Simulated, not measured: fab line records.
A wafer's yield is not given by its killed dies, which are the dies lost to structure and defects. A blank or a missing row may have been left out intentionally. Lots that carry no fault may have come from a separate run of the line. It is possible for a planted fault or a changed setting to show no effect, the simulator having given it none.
The tool behind it: which one? / flow gf180mcu / Sampling: 7 lots, 21 wafers, 3 of 602 route steps

WHAT EACH GAUGE READ, for each wafer
GF_MIM_THK_MEAS_11: measures by xrf.
lot=L592; measured=day 24 20:52; on=film metro-01; MIM_ALCU_THK (nm)=219 214 212
lot=L594; measured=day 25 14:11; on=film metro-04; MIM_ALCU_THK (nm)=218 210 214
lot=L601; measured=day 28 03:18; on=film metro-03; MIM_ALCU_THK (nm)=208 217 212
lot=L603; measured=day 28 12:59; on=film metro-04; MIM_ALCU_THK (nm)=215 210 212
lot=L605; measured=day 29 06:43; on=film metro-01; MIM_ALCU_THK (nm)=209 216 213
lot=L611; measured=day 30 20:55; on=film metro-04; MIM_ALCU_THK (nm)=211 215 214
lot=L614; measured=day 31 18:37; on=film metro-04; MIM_ALCU_THK (nm)=213 208 210

WHICH TOOL RAN EACH LOT (tool, then ch and the chambers of the sampled wafers, then the start)
lot=L592; GF_MIM_SPUTTER_02=pvd sputter-04, day 24 20:28; GF_MIM_SPUTTER_03=pvd sputter-04, day 24 20:29
lot=L594; GF_MIM_SPUTTER_02=pvd sputter-04, day 25 13:47; GF_MIM_SPUTTER_03=pvd sputter-04, day 25 13:49
lot=L601; GF_MIM_SPUTTER_02=pvd sputter-04, day 28 02:53; GF_MIM_SPUTTER_03=pvd sputter-04, day 28 02:55
lot=L603; GF_MIM_SPUTTER_02=pvd sputter-02, day 28 12:34; GF_MIM_SPUTTER_03=pvd sputter-02, day 28 12:37
lot=L605; GF_MIM_SPUTTER_02=pvd sputter-02, day 29 06:19; GF_MIM_SPUTTER_03=pvd sputter-02, day 29 06:20
lot=L611; GF_MIM_SPUTTER_02=pvd sputter-04, day 30 20:30; GF_MIM_SPUTTER_03=pvd sputter-04, day 30 20:32
lot=L614; GF_MIM_SPUTTER_02=pvd sputter-01, day 31 18:11; GF_MIM_SPUTTER_03=pvd sputter-01, day 31 18:13
- GF_MIM_SPUTTER_02: material AlCu, target thk 450 nm, time 23.9 s.
- GF_MIM_SPUTTER_03: material Ti, target thk 10 nm, time 6.7 s.

THE ANSWER, worked out from the rows above alone
Rule: the usual values come from the lots themselves. Put in order of their means at a reading, lots are off if they are a third of the lots or fewer, leave a main group of 4 or more, and stand apart from it by a gap of 3 or more times the standard deviation of the main group's means; of several such gaps the widest counts. A main group whose means are all the same, to the digits that the tables above print for the reading, isn't used. A lot without any number at a reading at which 4 lots or more have one is off too. Any other lot the step has rows for is counted as sound.
Nothing can be told from this: no lot is off at any reading shown.

WHAT HAD BEEN PUT IN BY THE SIMULATOR
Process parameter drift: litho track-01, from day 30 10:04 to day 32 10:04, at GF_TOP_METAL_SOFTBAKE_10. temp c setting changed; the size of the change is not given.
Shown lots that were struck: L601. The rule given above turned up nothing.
